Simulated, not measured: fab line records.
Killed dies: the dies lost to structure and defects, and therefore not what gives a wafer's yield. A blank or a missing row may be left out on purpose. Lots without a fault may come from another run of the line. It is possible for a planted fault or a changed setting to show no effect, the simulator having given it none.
Comparing a struck lot with a sound one	flow sky130	31 steps out of a route of 708
Sound: wafers L946.1, L946.3, L946.4. Struck: wafer L934.3. (L934.2 of the same lot was not struck and is left out.) The cause comes at the end.
Per side, at each step with rows, come the tool, then ch with its chambers, and then its first start. Under that, the readings that differ: sound wafers	struck wafers	difference of the means	sigmas: that difference in standard deviations of wafers without a fault.
alike: readings whose means differ by less than 2 such deviations, and words and numbers that are the same on both sides. not compared: withheld readings, readings that some wafer has no value for, bounds like >300 that may hide the same value, and numbers for which the record gives no deviation and whose values overlap.
Wherever a step has rows on one side only, a row that says differs or no value, or a row with sigmas, the two part there. When numbers do not overlap yet have no deviation, they are printed without sigmas and do not part them. A reading missing from all wafers of one side parts the sides only when that side holds two or more wafers.

SKY_CAP2M_THK_MEAS_01:
  sound on filmMetro-04 at day 45 06:47; struck on filmMetro-03 at day 41 22:48
  alike: CAP2M_CVD_00_THK
SKY_CAP2M_SPUTTER_02: material TiN, target thk 200 nm, time 166.7 s.
  sound on pvdSputter-04 at day 45 06:50; struck on pvdSputter-01 at day 41 22:51
  alike: susceptorTempC, throttleValvePct
SKY_CAP2M_RS_MEAS_03: a four-point-probe measurement.
  sound on filmMetro-03 at day 45 06:57; struck on filmMetro-04 at day 41 22:59
reading	sound	struck	difference	sigmas
CAP2M_TIN_RS (ohm/sq)	7.02 7.03 6.94	6.82	-0.18	-2
SKY_CAP2M_THK_MEAS_04: measures by xrf.
  sound on filmMetro-03 at day 45 07:04; struck on filmMetro-04 at day 41 23:05
reading	sound	struck	difference	sigmas
CAP2M_TIN_THK (nm)	195.5 195.0 198.9	204.2	+7.7	+3
then, 7 steps without rows for these wafers: SKY_CAP2M_DEHYDRATE_05 (time 60 s); SKY_CAP2M_HMDS_06 (prime time 60 s); SKY_CAP2M_COAT_07 (resist thk 1140 nm); SKY_CAP2M_SOFTBAKE_08 (time 60 s); SKY_CAP2M_EXPOSE_09 (exposes mask CAP2M, target cd 1000 nm); SKY_CAP2M_PEB_10; SKY_CAP2M_DEVELOP_11 (develop time 60 s).
SKY_CAP2M_OVL_MEAS_12:
  sound on overlay-02 at day 46 03:08; struck on overlay-01 at day 42 21:36
  alike: CAP2M_OVL
SKY_CAP2M_METAL_ETCH_13: etches TiN in Cl2/BCl3, stops on SiO2, target depth 220 nm, time 62.9 s.
  sound on rieMetal-01 ch 0,1, day 46 03:11; struck on rieMetal-01 ch 1, day 42 21:38
reading	sound	struck	difference	sigmas
runLengthS (s)	91.7 91.0 91.7	94.9	+3.4	+6
model.SiO2_of_CAP2M_CVD_00.thkNm (nm)	15.55 15.53 15.99	14.71	-0.98	
  alike: biasW, drypumpMotorCurrentA, heBacksideLeakSccm, oesProductAu, throttleValvePct
  not compared: rfHoursCounterH
SKY_CAP2M_STRIP_14: strips in O2/N2.
  sound on plasmaAsher-03 ch 0,1, day 46 03:16; struck on plasmaAsher-04 ch 0, day 42 21:43
  alike: drypumpMotorCurrentA, oesProductAu, stripTimeToEndpointS
  not compared: rfHoursCounterH
then, 11 steps without rows for these wafers: SKY_CAP2M_STRIP_15 (strips in post etch residue remover, time 1200 s); SKY_CAP2M_CLEAN_16 (cleans in IPA, time 180 s); SKY_CAP2M_CLEAN_17 (cleans in O3/DIW); SKY_METAL4_DEHYDRATE_05 (time 60 s); SKY_METAL4_HMDS_06 (prime time 60 s); SKY_METAL4_COAT_07 (resist thk 60 nm); SKY_METAL4_COAT_08 (resist thk 1140 nm); SKY_METAL4_SOFTBAKE_09 (time 90 s); SKY_METAL4_EXPOSE_10 (exposes mask MM4, target cd 300 nm); SKY_METAL4_PEB_11; SKY_METAL4_DEVELOP_12 (develop time 60 s).
SKY_METAL4_CD_MEAS_13: the cd target is 300 nm.
  sound on cdSem-02 at day 46 23:55; struck on cdSem-01 at day 43 21:15
  alike: cdNm
SKY_METAL4_OVL_MEAS_14:
  sound on overlay-01 at day 47 00:02; struck on overlay-01 at day 43 21:22
  alike: METAL4_OVL
SKY_METAL4_DESCUM_15: chemistry O2, time 8 s.
  sound on rieMetal-02 ch 0,1, day 47 00:04; struck on rieMetal-04 ch 0, day 43 21:23
  alike: drypumpMotorCurrentA, heBacksideLeakSccm, oesProductAu
  not compared: rfHoursCounterH
SKY_METAL4_ETCH_16: etches BARC in N2/H2, stops on SiO2, time 88.2 s, target depth 60 nm.
  sound on rieMetal-02 ch 0,1, day 47 00:05; struck on rieMetal-04 ch 0, day 43 21:25
  alike: biasW, drypumpMotorCurrentA, heBacksideLeakSccm, oesProductAu, runLengthS, throttleValvePct
  not compared: rfHoursCounterH
SKY_METAL4_ETCH_17: etches SiO2 in C4F8/O2/Ar, stops on TiN, time 3.9 s, target depth 15 nm.
  sound on rieDiel-03 ch 0,2,3, day 47 00:11; struck on rieDiel-03 ch 0, day 43 21:31
reading	sound	struck	difference	sigmas
oesProductAu (a.u.)	0.754 0.753 0.760	0.729	-0.027	-4
model.etch.depthNm (nm)	15.55 15.53 15.99	14.71	-0.98	
  alike: biasW
SKY_METAL4_METAL_ETCH_18: etches the open film in Cl2/BCl3, stops on SiO2, target depth 845 nm, time 183.1 s.
  sound on rieMetal-03 ch 0,1, day 47 00:13; struck on rieMetal-03 ch 1, day 43 21:32
  alike: biasW, drypumpMotorCurrentA, heBacksideLeakSccm, oesProductAu, runLengthS, throttleValvePct
  not compared: rfHoursCounterH

== WHERE THEY PART ==
Last at SKY_METAL4_ETCH_17 as far as this record goes, first at SKY_CAP2M_RS_MEAS_03. Later steps at which nothing parts them and some readings are alike: SKY_METAL4_METAL_ETCH_18.

WHY: what had been put in by the simulator
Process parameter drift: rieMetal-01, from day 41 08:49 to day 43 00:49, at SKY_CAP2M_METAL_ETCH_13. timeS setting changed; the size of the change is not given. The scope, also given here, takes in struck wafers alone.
